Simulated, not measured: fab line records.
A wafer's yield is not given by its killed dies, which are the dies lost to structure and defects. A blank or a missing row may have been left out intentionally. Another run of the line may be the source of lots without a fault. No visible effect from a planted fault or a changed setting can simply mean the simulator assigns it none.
The tool behind it: which one? :: flow sky130 :: Sampling: 14 lots, 42 wafers, 2 of 708 route steps

## WHAT THE GAUGES SHOWED, per wafer
SKY_VIA2_THK_MEAS_23: measures by xrf. Usual: VIA2_W_THK 384 nm, standard deviation 5.3.
lot: L930
measured: day 36 07:29
on: filmMetro-03
VIA2_W_THK (nm): 388 396 394
flag: 

lot: L931
measured: day 36 09:54
on: filmMetro-01
VIA2_W_THK (nm): 384 386 378
flag: 

lot: L932
measured: day 37 10:00
on: filmMetro-01
VIA2_W_THK (nm): 383 385 383
flag: 

lot: L935
measured: day 37 22:54
on: filmMetro-01
VIA2_W_THK (nm): 388 381 386
flag: 

lot: L936
measured: day 38 06:58
on: filmMetro-03
VIA2_W_THK (nm): 389 392 390
flag: 

lot: L937
measured: day 38 18:46
on: filmMetro-01
VIA2_W_THK (nm): 381 377 380
flag: 

lot: L941
measured: day 39 18:26
on: filmMetro-01
VIA2_W_THK (nm): 384 382 383
flag: 

lot: L940
measured: day 39 18:42
on: filmMetro-01
VIA2_W_THK (nm): 386 386 383
flag: 

lot: L942
measured: day 39 23:28
on: filmMetro-03
VIA2_W_THK (nm): 391 393 390
flag: 

lot: L943
measured: day 40 15:23
on: filmMetro-01
VIA2_W_THK (nm): 383 389 387
flag: 

lot: L950
measured: day 42 06:53
on: filmMetro-02
VIA2_W_THK (nm): 386 385 384
flag: 

lot: L951
measured: day 42 14:13
on: filmMetro-01
VIA2_W_THK (nm): 378 384 378
flag: 

lot: L952
measured: day 43 16:23
on: filmMetro-01
VIA2_W_THK (nm): 388 383 385
flag: 

lot: L953
measured: day 43 17:06
on: filmMetro-02
VIA2_W_THK (nm): 387 388 380
flag: 

## EACH LOT AND THE TOOL THAT RAN IT (in order: tool; ch and the chambers of the sampled wafers; start)
lot: L930
SKY_VIA2_ETCH_15: rieDiel-01 ch 1,2,3, day 36 06:28

lot: L931
SKY_VIA2_ETCH_15: rieDiel-03 ch 0,2,3, day 36 08:52

lot: L932
SKY_VIA2_ETCH_15: rieDiel-01 ch 2,3, day 37 08:58

lot: L935
SKY_VIA2_ETCH_15: rieDiel-01 ch 0,2,3, day 37 21:55

lot: L936
SKY_VIA2_ETCH_15: rieDiel-01 ch 0,3, day 38 05:58

lot: L937
SKY_VIA2_ETCH_15: rieDiel-04 ch 0,2,3, day 38 17:46

lot: L941
SKY_VIA2_ETCH_15: rieDiel-04 ch 1,2,3, day 39 17:19

lot: L940
SKY_VIA2_ETCH_15: rieDiel-03 ch 0,1,2, day 39 17:43

lot: L942
SKY_VIA2_ETCH_15: rieDiel-04 ch 0,1,3, day 39 22:28

lot: L943
SKY_VIA2_ETCH_15: rieDiel-04 ch 1,2, day 40 14:22

lot: L950
SKY_VIA2_ETCH_15: rieDiel-03 ch 0,2, day 42 05:55

lot: L951
SKY_VIA2_ETCH_15: rieDiel-04 ch 0,2,3, day 42 13:14

lot: L952
SKY_VIA2_ETCH_15: rieDiel-03 ch 0,2, day 43 15:25

lot: L953
SKY_VIA2_ETCH_15: rieDiel-04 ch 1,2,3, day 43 16:07
- SKY_VIA2_ETCH_15: etches SiO2 in C4F8/O2/Ar, stops on TiN, target depth 546 nm, time 84 s.

## AS READ BY THE TOOLS THEMSELVES (means over the sampled wafers that have a number; for cases with no such wafer, the mark the record gives instead)
SKY_VIA2_ETCH_15. Usual: biasW 1201 W, standard deviation 4.1; chamberPressureMTorr 40.00 mTorr, standard deviation 0.038; oesProductAu 0.940 a.u., standard deviation 0.0044.
lot: L930
tool: rieDiel-01
biasW (W): 1201
chamberPressureMTorr (mTorr): 40.01
oesProductAu (a.u.): 0.941
flag: 

lot: L931
tool: rieDiel-03
biasW (W): 1200
chamberPressureMTorr (mTorr): 39.97
oesProductAu (a.u.): 0.942
flag: 

lot: L932
tool: rieDiel-01
biasW (W): 1206
chamberPressureMTorr (mTorr): 40.01
oesProductAu (a.u.): 0.943
flag: 

lot: L935
tool: rieDiel-01
biasW (W): 1199
chamberPressureMTorr (mTorr): 39.98
oesProductAu (a.u.): 0.940
flag: 

lot: L936
tool: rieDiel-01
biasW (W): 1203
chamberPressureMTorr (mTorr): 40.01
oesProductAu (a.u.): 0.941
flag: 

lot: L937
tool: rieDiel-04
biasW (W): 1201
chamberPressureMTorr (mTorr): 39.96
oesProductAu (a.u.): 0.937
flag: 

lot: L941
tool: rieDiel-04
biasW (W): 1202
chamberPressureMTorr (mTorr): 40.01
oesProductAu (a.u.): 0.941
flag: 

lot: L940
tool: rieDiel-03
biasW (W): 1198
chamberPressureMTorr (mTorr): 40.00
oesProductAu (a.u.): 0.942
flag: 

lot: L942
tool: rieDiel-04
biasW (W): 1202
chamberPressureMTorr (mTorr): 39.98
oesProductAu (a.u.): 0.937
flag: 

lot: L943
tool: rieDiel-04
biasW (W): 1200
chamberPressureMTorr (mTorr): 39.99
oesProductAu (a.u.): 0.941
flag: 

lot: L950
tool: rieDiel-03
biasW (W): 1200
chamberPressureMTorr (mTorr): 40.01
oesProductAu (a.u.): 0.935
flag: 

lot: L951
tool: rieDiel-04
biasW (W): 1203
chamberPressureMTorr (mTorr): 39.99
oesProductAu (a.u.): 0.943
flag: 

lot: L952
tool: rieDiel-03
biasW (W): 1202
chamberPressureMTorr (mTorr): 40.03
oesProductAu (a.u.): 0.939
flag: 

lot: L953
tool: rieDiel-04
biasW (W): 1200
chamberPressureMTorr (mTorr): 39.99
oesProductAu (a.u.): 0.940
flag: 

## THE ANSWER, worked out from the rows above alone
Rule: lot off if the mean of its wafers having a number is beyond 3 standard deviations from the usual mean. Also off: a lot with no number at a reading for which 4 or more lots have one. Where the step has rows for the other lots, those lots are counted as sound. First the gauges in route order, then the tools' own readings, where a lot's mean is used as printed above. At the first step where some lot is off, the reading lying furthest off is the one used; lots without a number count as furthest.
Nothing can be told from this: no lot is off at any reading shown.

## WHAT THE SIMULATOR PUT IN
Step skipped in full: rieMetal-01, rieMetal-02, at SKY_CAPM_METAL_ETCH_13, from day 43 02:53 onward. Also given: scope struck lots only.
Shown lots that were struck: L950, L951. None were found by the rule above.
